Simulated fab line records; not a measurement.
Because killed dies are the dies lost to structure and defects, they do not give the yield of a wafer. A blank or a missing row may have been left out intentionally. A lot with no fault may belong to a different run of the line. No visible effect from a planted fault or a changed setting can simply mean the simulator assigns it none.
A lot that was struck, set against a sound lot	flow sky130	43 steps out of a route of 708
Sound: the wafers L346.3, L346.4, L346.6. Struck: wafer L351.4. (L351.1, L351.3 of the same lot were not struck and are left out.) The cause comes at the end.
For every step that has rows: the tool of each side, followed by ch and its chambers, followed by its first start. Under that, the readings that differ: sound wafers	struck wafers	difference of the means	sigmas: that difference in standard deviations of wafers without a fault.
alike: readings whose means differ by less than 2 such deviations, and words and numbers that are the same on both sides. not compared: withheld readings, readings that some wafer has no value for, bounds like >300 that may hide the same value, and numbers for which the record gives no deviation and whose values overlap.
The two part at a step that has a row with sigmas, a row that says differs or no value, or rows on one side only. Non-overlapping numbers with no deviation appear without sigmas and do not part them. A reading that every wafer of one side lacks parts them only if that side has two wafers or more.

first, 3 steps without rows for these wafers: SKY_LI_CONTACT_EXPOSE_09 (exposes mask LICM1, target cd 170 nm); SKY_LI_CONTACT_PEB_10; SKY_LI_CONTACT_DEVELOP_11 (develop time 60 s).
SKY_LI_CONTACT_CD_MEAS_12: target cd 170 nm.
  sound on cdSem-01 at day 31 00:27; struck on cdSem-01 at day 32 21:14
  alike: cdNm
SKY_LI_CONTACT_OVL_MEAS_13:
  sound on overlay-02 at day 31 00:32; struck on overlay-02 at day 32 21:21
  alike: LI_CONTACT_OVL
SKY_LI_CONTACT_ETCH_14: etches BARC in N2/H2, stops on SiO2, time 45.9 s, target depth 60 nm.
  sound on rieDiel-01 ch 1,2,3, day 31 00:34; struck on rieDiel-02 ch 1, day 32 21:23
  alike: drypumpMotorCurrentA, oesProductAu, throttleValvePct
  not compared: rfHoursCounterH
SKY_LI_CONTACT_ETCH_15: etches PSG in C4F8/O2/Ar, stops on Si, target depth 600 nm.
  sound on rieDiel-01 ch 1,2,3, day 31 00:37; struck on rieDiel-02 ch 1, day 32 21:26
reading	sound	struck	difference	sigmas
oesProductAu (a.u.)	0.834 0.836 0.846	0.828	-0.011	-2
then, 3 steps without rows for these wafers: SKY_LI_CONTACT_STRIP_16 (strips in O2/N2); SKY_LI_CONTACT_CLEAN_17 (cleans in NMP, time 600 s); SKY_LI_CONTACT_PRE_CLEAN_18 (time 5.6 s).
SKY_LI_CONTACT_SPUTTER_19: material Ti, target thk 20 nm, time 106.37 s.
  sound on pvdSputter-01 at day 31 00:59; struck on pvdSputter-03 at day 32 21:49
  alike: chamberPressurePa, throttleValvePct
then, 1 step without rows for these wafers: SKY_LI_CONTACT_SPUTTER_20 (material TiN, target thk 20 nm, time 80 s).
SKY_LI_CONTACT_CVD_21: deposits W, target thk 400 nm, time 120.56 s.
  sound on cvdW-02 ch 0,1, day 31 01:10; struck on cvdW-01 ch 0, day 32 21:56
  alike: heaterPowerW
SKY_LI_CONTACT_RS_MEAS_22: a four-point-probe measurement.
  sound on filmMetro-03 at day 31 01:17; struck on filmMetro-01 at day 32 22:04
  alike: LI_CONTACT_W_RS
SKY_LI_CONTACT_THK_MEAS_23: measures by xrf.
  sound on filmMetro-03 at day 31 01:23; struck on filmMetro-01 at day 32 22:11
  alike: LI_CONTACT_W_THK
SKY_LI_CONTACT_CMP_24: polishes, stops on PSG, t overpolish 20 s, target thk 0 nm.
  sound on cmp-02 ch 1,2,3, day 31 01:26; struck on cmp-01 ch 1, day 32 22:15
reading	sound	struck	difference	sigmas
motorCurrentA (A)	11.5 10.9 10.9	9.1	-2.0	-2
  alike: overpolishRunS, timeToEndpointS
then, 1 step without rows for these wafers: SKY_LOCAL_INTERCONNECT_SPUTTER_00 (material TiN, target thk 100 nm, time 83.3 s).
SKY_LOCAL_INTERCONNECT_RS_MEAS_01: a four-point-probe measurement.
  sound on filmMetro-03 at day 31 01:50; struck on filmMetro-03 at day 32 22:37
  alike: LOCAL_INTERCONNECT_TIN_RS
SKY_LOCAL_INTERCONNECT_THK_MEAS_02: measures by xrf.
  sound on filmMetro-03 at day 31 01:56; struck on filmMetro-03 at day 32 22:44
  alike: LOCAL_INTERCONNECT_TIN_THK
then, 8 steps without rows for these wafers: SKY_LOCAL_INTERCONNECT_DEHYDRATE_03 (time 60 s); SKY_LOCAL_INTERCONNECT_HMDS_04 (prime time 60 s); SKY_LOCAL_INTERCONNECT_COAT_05 (resist thk 60 nm); SKY_LOCAL_INTERCONNECT_COAT_06 (resist thk 450 nm); SKY_LOCAL_INTERCONNECT_SOFTBAKE_07 (time 90 s); SKY_LOCAL_INTERCONNECT_EXPOSE_08 (exposes mask LI1M, target cd 170 nm); SKY_LOCAL_INTERCONNECT_PEB_09; SKY_LOCAL_INTERCONNECT_DEVELOP_10 (develop time 60 s).
SKY_LOCAL_INTERCONNECT_CD_MEAS_11: target cd 170 nm.
  sound on cdSem-01 at day 32 05:30; struck on cdSem-01 at day 34 02:39
  alike: cdNm
SKY_LOCAL_INTERCONNECT_OVL_MEAS_12:
  sound on overlay-01 at day 32 05:35; struck on overlay-02 at day 34 02:46
  alike: LOCAL_INTERCONNECT_OVL
then, 2 steps without rows for these wafers: SKY_LOCAL_INTERCONNECT_ETCH_13 (etches BARC in N2/H2, stops on SiO2, time 45.9 s, target depth 60 nm); SKY_LOCAL_INTERCONNECT_METAL_ETCH_14 (etches TiN in Cl2/BCl3, stops on PSG, target depth 110 nm, time 31.4 s).
SKY_LOCAL_INTERCONNECT_STRIP_15: strips in O2/N2.
  sound on plasmaAsher-04 ch 0,1, day 32 05:46; struck on plasmaAsher-01 ch 1, day 34 02:55
  alike: drypumpMotorCurrentA, oesProductAu, stripTimeToEndpointS
  not compared: rfHoursCounterH
then, 4 steps without rows for these wafers: SKY_LOCAL_INTERCONNECT_STRIP_16 (strips in post etch residue remover, time 1200 s); SKY_LOCAL_INTERCONNECT_CLEAN_17 (cleans in IPA, time 180 s); SKY_LOCAL_INTERCONNECT_CLEAN_18 (cleans in O3/DIW); SKY_CONTACT_CVD_00 (deposits Si3N4, target thk 75 nm).
SKY_CONTACT_THK_MEAS_01:
  sound on filmMetro-02 at day 32 06:22; struck on filmMetro-01 at day 34 03:33
  alike: CONTACT_CVD_00_THK
then, 1 step without rows for these wafers: SKY_CONTACT_HDPCVD_02 (deposits SiO2, target thk 565 nm, time 94.2 s).
SKY_CONTACT_THK_MEAS_03:
  sound on filmMetro-01 at day 32 06:30; struck on filmMetro-02 at day 34 03:41
  alike: CONTACT_HDPCVD_THK
then, 1 step without rows for these wafers: SKY_CONTACT_CMP_04 (polishes SiO2).
SKY_CONTACT_BOW_MEAS_05:
  sound on filmMetro-02 at day 32 06:53; struck on filmMetro-01 at day 34 04:02
  alike: CONTACT_BOW
then, 1 step without rows for these wafers: SKY_CONTACT_DEHYDRATE_06 (time 60 s).
-- the record jumps here: 14 days lie between the struck wafers' starts before and after (it left off in module CONTACT and takes up again in module PAD_OPEN, whose first step shown is number 708 of the route) --
SKY_PAD_OPEN_PROBE_99:
  sound on prober-01 at day 47 05:25; struck on prober-02 at day 48 14:02
reading	sound	struck	difference	sigmas
killedAtContacts	23 29 21	74	+50	+9
killedDies	90 93 83	125	+36	+4
  alike: killed_at_M0_to_M3, killed_at_M4_up, killedAtFrontEnd, killedAtOther, killedOpen, killedShort

## WHERE THEY PART
At SKY_LI_CONTACT_ETCH_15 first; at SKY_PAD_OPEN_PROBE_99 last (within this record only).

WHY: the cause the simulator had injected
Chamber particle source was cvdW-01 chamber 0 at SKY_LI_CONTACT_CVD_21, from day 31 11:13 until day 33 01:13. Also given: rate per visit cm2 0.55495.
